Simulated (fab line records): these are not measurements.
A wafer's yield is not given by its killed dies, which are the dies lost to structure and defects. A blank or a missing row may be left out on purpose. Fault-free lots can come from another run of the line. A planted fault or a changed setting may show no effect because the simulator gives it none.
A lot that was struck, set against a sound lot -- flow sfq line -- 14 steps out of a route of 325
Sound: the wafers L663.2, L663.5, L663.6. Wafers struck: L672.1, L672.2, L672.3. At the end, the cause is stated.
At each step with rows: each side's tool, then ch and its chambers, then its first start. Under that, the readings that differ: sound wafers -- struck wafers -- difference of the means -- sigmas: that difference in standard deviations of wafers without a fault.
alike: words and numbers the same on both sides, and readings whose means are apart by under 2 such deviations; not compared: readings that were withheld, readings missing a value for some wafer, numbers with overlapping values and no deviation given by the record, and bounds like >300 which may hide the same value.
The two part at a step that has a row with sigmas, a row that says differs or no value, or rows on one side only. Numbers that have no deviation but don't overlap get no sigmas and don't part them. Lack of a reading on every wafer of one side parts them only where that side has two or more wafers.

SFQ_TRILAYER_M6_ETCH_METAL_ETCH_162: etches Nb in Cl2/Ar, stops on SiO2, target depth 240 nm, time 120 s.
  sound on rie metal-03 ch 0,1, day 64 13:26; struck on rie metal-03 ch 0,1, day 67 02:49
  alike: drypump motor current A, he backside leak sccm, oes product au
  not compared: rf hours counter h
SFQ_TRILAYER_M6_STRIP_STRIP_163: strips in O2.
  sound on rie metal-03 ch 0,1, day 64 13:33; struck on rie metal-03 ch 0,1, day 67 02:57
  alike: drypump motor current A, he backside leak sccm, oes product au
  not compared: rf hours counter h
then, 1 step without rows for these wafers: SFQ_TRILAYER_M6_STRIP_SOLV_CLEAN_164 (cleans in NMP, time 600 s).
SFQ_TRILAYER_I6_DEP_PECVD_165: deposits SiO2 from SiH4/N2O, time 111.11 s, target thk 500 nm.
  sound on pecvd-03 ch 0,1,2, day 64 14:20; struck on pecvd-03 ch 0,1,2, day 67 03:43
  alike: heater power w, throttle valve pct
  not compared: since wet clean h
SFQ_TRILAYER_I6_CMP_CMP_166: polishes SiO2.
  sound on cmp-02 ch 1,2,3, day 65 15:46; struck on cmp-02 ch 0,1,2, day 68 07:26
  alike: motor current A, slurry filter dp kPa, time to endpoint s
SFQ_I6_BOW_MEAS_941:
  sound: film metro-01 at day 65 17:47; struck: film metro-02 at day 68 10:26
  alike: I6_BOW
SFQ_TRILAYER_I6_METRO_MEASURE_167:
  sound: film metro-01 at day 65 18:05; struck: film metro-02 at day 68 10:34
  alike: thk nm
then, 5 steps without rows for these wafers: SFQ_TRILAYER_I6_VIA_LITHO_COAT_174 (resist thk 62 nm); SFQ_TRILAYER_I6_VIA_LITHO_COAT_169 (resist thk 650 nm); SFQ_TRILAYER_I6_VIA_LITHO_SOFTBAKE_173; SFQ_TRILAYER_I6_VIA_LITHO_EXPOSE_170 (exposes mask I6, target cd 700 nm); SFQ_TRILAYER_I6_VIA_LITHO_PEB_172 (peb time 60 s).
SFQ_TRILAYER_I6_VIA_LITHO_DEVELOP_171: time 60 s.
  sound on litho track-03 ch 0, day 65 21:27; struck on litho track-03, day 69 01:02
  no value came back on the struck wafers for chill plate temp C (C), exhaust pa (Pa); on the sound wafers chill plate temp C (C) reads 22.94 22.84 23.02
reading,sound,struck,difference,sigmas
model.KrF_of_TRILAYER_I6_VIA_LITHO_COAT_169.thk nm (nm),624.6 625.1 624.8,651.7 652.6 652.3,+27.4,
SFQ_I6_OVL_MEAS_942:
  sound: overlay-01 at day 65 21:35; struck: overlay-01 at day 69 01:11
reading,sound,struck,difference,sigmas
I6_OVL (nm),7 5 6,- - -,no value on the struck wafers,

WHERE THEY PART
Earliest at SFQ_TRILAYER_I6_VIA_LITHO_DEVELOP_171; latest, in this record, at SFQ_I6_OVL_MEAS_942.

WHY: the cause the simulator had injected
Beginning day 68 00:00, the whole step at SFQ_TRILAYER_I6_VIA_LITHO_DEVELOP_171 was skipped on litho track-03. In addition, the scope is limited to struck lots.
